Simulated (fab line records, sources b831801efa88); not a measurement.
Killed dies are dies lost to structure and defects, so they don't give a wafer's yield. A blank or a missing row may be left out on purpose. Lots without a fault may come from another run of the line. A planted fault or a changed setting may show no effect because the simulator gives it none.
One fault seen from 2 desks | flow gf180mcu | each desk has only its own numbers; what lay behind them comes last

THE METROLOGY DESK
What the gauges read, lot by lot, whatever tool the lot ran on: means of the sampled wafers that have a number. A lot is out of limits, marked OUT, if its mean lies more than 4 standard deviations from the usual mean; the brackets give that distance.
Columns: A = V5_W_RS at GF_V5_RS_MEAS_24, usual 0.326 ohm/sq
lot  | first seen here | A
L803 | day 27 07:50    | 0.324
L804 | day 27 20:52    | 0.326
L805 | day 28 07:14    | 0.325
L806 | day 28 16:11    | 0.324
L807 | day 28 20:53    | 0.326
L809 | day 29 11:41    | 0.331
L808 | day 29 13:31    | 0.328
L813 | day 30 15:58    | 0.322
L814 | day 30 20:55    | 0.322
L815 | day 31 06:35    | 0.326
L819 | day 32 03:31    | 0.322
L820 | day 32 10:01    | 0.324
L822 | day 32 20:45    | 0.321
L825 | day 33 11:22    | 0.331
This desk's finding: nothing out of limits on any of the 14 lots.

THE TOOL OWNER'S DESK: pecvd-03
The tool's own readings at GF_V5_CVD_02 (deposits SiO2 from TEOS, target thk 1450 nm, time 163.28 s): means of the sampled wafers that have a number, for each lot that ran on this tool. A lot is out of limits, marked OUT, if its mean lies more than 4 standard deviations from the usual mean; the brackets give that distance.
Columns: A = heater_power_w at GF_V5_CVD_02, usual 659 W
lot  | first seen here | A
L803 | day 26 09:55    | 653
L805 | day 27 09:43    | 618
L806 | day 27 18:38    | 598
L809 | day 28 14:47    | 660
L808 | day 28 17:06    | 612
L814 | day 30 01:19    | 639
L815 | day 30 11:01    | 681
This desk's finding: nothing out of limits on any of the 7 lots.

PUT TOGETHER
The metrology desk saw nothing out of limits.
The tool owner's desk saw nothing out of limits.

WHAT THE SIMULATOR HAD PUT IN
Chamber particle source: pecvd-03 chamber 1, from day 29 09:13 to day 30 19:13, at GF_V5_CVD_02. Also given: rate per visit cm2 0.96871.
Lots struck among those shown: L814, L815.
